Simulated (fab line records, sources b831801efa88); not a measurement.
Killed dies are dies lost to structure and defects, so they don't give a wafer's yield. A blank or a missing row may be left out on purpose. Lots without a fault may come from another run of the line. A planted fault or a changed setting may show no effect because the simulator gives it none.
Tool commonality check | flow sky130 | 9 lots, 36 wafers sampled

WHY IT WAS OPENED
At SKY_METAL5_THK_MEAS_06 the reading METAL5_ALCU_THK is flagged on 3 of 9 lots. Wafers without a fault read 1130 nm, standard deviation 15.
Rule: a lot is flagged when every wafer of it that has a number lies more than 4 standard deviations from that mean, or none has a number. The other lots count as sound.

lot  | measured     | on            | METAL5_ALCU_THK (nm), wafer by wafer | flag
L501 | day 42 21:52 | film_metro-02 | 1125 1140 1115                       |
L509 | day 45 11:53 | film_metro-03 | 1313 1285 1313 1317 1294 1311        | FLAGGED
L508 | day 45 13:29 | film_metro-04 | 1306 1307 1326 1309 1307 1320        | FLAGGED
L510 | day 45 19:13 | film_metro-04 | 1311 1292 1314 1310 1292 1320        | FLAGGED
L514 | day 46 16:39 | film_metro-03 | 1121 1138 1147                       |
L515 | day 47 00:43 | film_metro-03 | 1155 1161 1152                       |
L517 | day 48 02:40 | film_metro-03 | 1140 1131 1135                       |
L520 | day 48 04:46 | film_metro-04 | 1118 1096 1089                       |
L521 | day 48 10:23 | film_metro-02 | 1149 1158 1152                       |
The numbers of the flagged lots are 1308 nm on average: +178 nm against the usual, or +12 standard deviations.

WHICH TOOL RAN EACH LOT
The record holds 2 process steps before the reading, out of a route of 708 steps. In each cell: the tool, then ch and the chambers that the sampled wafers went through, then the start.
lot  | flag    | SKY_VIA4_SPUTTER_17          | SKY_METAL5_SPUTTER_04
L501 |         | pvd_sputter-04, day 42 20:53 | pvd_sputter-03, day 42 21:42
L509 | FLAGGED | pvd_sputter-01, day 45 06:53 | pvd_sputter-03, day 45 07:41
L508 | FLAGGED | pvd_sputter-03, day 45 06:32 | pvd_sputter-02, day 45 07:21
L510 | FLAGGED | pvd_sputter-04, day 45 13:48 | pvd_sputter-03, day 45 14:37
L514 |         | pvd_sputter-01, day 46 15:40 | pvd_sputter-03, day 46 16:29
L515 |         | pvd_sputter-03, day 46 23:43 | pvd_sputter-02, day 47 00:31
L517 |         | pvd_sputter-04, day 48 00:21 | pvd_sputter-02, day 48 02:29
L520 |         | pvd_sputter-04, day 48 02:50 | pvd_sputter-03, day 48 04:35
L521 |         | pvd_sputter-01, day 48 09:24 | pvd_sputter-02, day 48 10:13
What these steps do:
- SKY_VIA4_SPUTTER_17: material TiN, target thk 20 nm, time 80 s.
- SKY_METAL5_SPUTTER_04: material TiN, target thk 70 nm, time 58.3 s.
- SKY_METAL5_THK_MEAS_06: measures by xrf.

FLAGGED OVER TOTAL, TOOL BY TOOL (the gauges that took the reading come last)
step                   | tool           | lots run | flagged | share of the flagged lots | sound lots run after its first flagged lot
SKY_VIA4_SPUTTER_17    | pvd_sputter-01 | 3        | 1       | some                      | 2 (L514,L521)
SKY_VIA4_SPUTTER_17    | pvd_sputter-03 | 2        | 1       | some                      | 1 (L515)
SKY_VIA4_SPUTTER_17    | pvd_sputter-04 | 4        | 1       | some                      | 2 (L517,L520)
SKY_METAL5_SPUTTER_04  | pvd_sputter-02 | 4        | 1       | some                      | 3 (L515,L517,L521)
SKY_METAL5_SPUTTER_04  | pvd_sputter-03 | 5        | 2       | some                      | 2 (L514,L520)
SKY_METAL5_THK_MEAS_06 | film_metro-02  | 2        | 0       | none                      | -
SKY_METAL5_THK_MEAS_06 | film_metro-03  | 4        | 1       | some                      | 3 (L514,L515,L517)
SKY_METAL5_THK_MEAS_06 | film_metro-04  | 3        | 2       | some                      | 1 (L520)

WHAT THE TABLE ALLOWS
No row of the table ran every flagged lot.

WHAT THE SIMULATOR HAD PUT IN
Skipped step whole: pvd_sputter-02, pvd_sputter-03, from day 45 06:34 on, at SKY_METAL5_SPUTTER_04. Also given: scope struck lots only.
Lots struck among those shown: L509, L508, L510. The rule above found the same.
